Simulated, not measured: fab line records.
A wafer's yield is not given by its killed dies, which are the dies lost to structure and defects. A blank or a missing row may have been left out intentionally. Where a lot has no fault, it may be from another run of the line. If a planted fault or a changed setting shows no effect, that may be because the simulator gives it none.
Which tool is to blame? | flow sky130 | at 1 step of a route of 708, 14 lots with 42 wafers sampled

== WHAT THE GAUGES READ, wafer by wafer ==
SKY_VIA1_CD_MEAS_12: target cd 150 nm.
lot  | measured     | on       | cdNm (nm)
L245 | day 34 03:58 | cdSem-01 | 149.3 146.2 147.8
L254 | day 36 12:05 | cdSem-02 | 149.5 150.1 150.0
L255 | day 36 18:44 | cdSem-02 | 149.0 149.7 149.1
L258 | day 37 13:41 | cdSem-02 | 150.6 151.0 150.2
L259 | day 37 18:28 | cdSem-02 | 151.7 152.8 153.7
L260 | day 38 11:32 | cdSem-01 | 149.6 150.4 150.1
L261 | day 38 13:53 | cdSem-02 | 150.2 151.3 152.1
L262 | day 38 23:23 | cdSem-02 | 146.5 148.4 147.3
L263 | day 39 06:43 | cdSem-02 | 151.9 150.1 150.3
L264 | day 39 11:04 | cdSem-01 | 150.0 149.3 150.4
L265 | day 40 04:14 | cdSem-01 | 151.4 152.2 152.3
L266 | day 40 18:59 | cdSem-02 | 151.2 151.9 150.0
L268 | day 40 22:08 | cdSem-01 | 149.2 149.4 149.2
L267 | day 40 23:25 | cdSem-02 | 151.7 151.9 151.1

== WHICH TOOL RAN EACH LOT (tool, then ch and the chambers of the sampled wafers, then the start) ==
The record holds no process step before these readings.

== WHAT THE TOOLS THEMSELVES READ (means of the sampled wafers that have a number; where no wafer has one, the mark that the record gives instead) ==
The record holds no such reading with a usual standard deviation.

== THE ANSWER, worked out from the rows above alone ==
Rule: usual is defined by the lots themselves. The widest of any qualifying gaps counts: lots, ordered by their means at a reading, are off when they make up no more than a third of the lots, leave a main group of 4 or more, and stand apart from it by 3 or more times the standard deviation of that group's means. The tables above print the reading to a certain number of digits; a main group whose means all agree to those digits is not used. Also off: a lot with no number at a reading for which 4 or more lots have one. The other lots that the step has rows for count as sound. After the gauges, taken in route order, come the tools' own readings; for these a lot's mean is taken, as printed above. At the first step where some lot is off, the reading lying furthest off is the one used; lots without a number count as furthest.
Nothing can be told from this: no lot is off at any reading shown.

== WHAT THE SIMULATOR PUT IN ==
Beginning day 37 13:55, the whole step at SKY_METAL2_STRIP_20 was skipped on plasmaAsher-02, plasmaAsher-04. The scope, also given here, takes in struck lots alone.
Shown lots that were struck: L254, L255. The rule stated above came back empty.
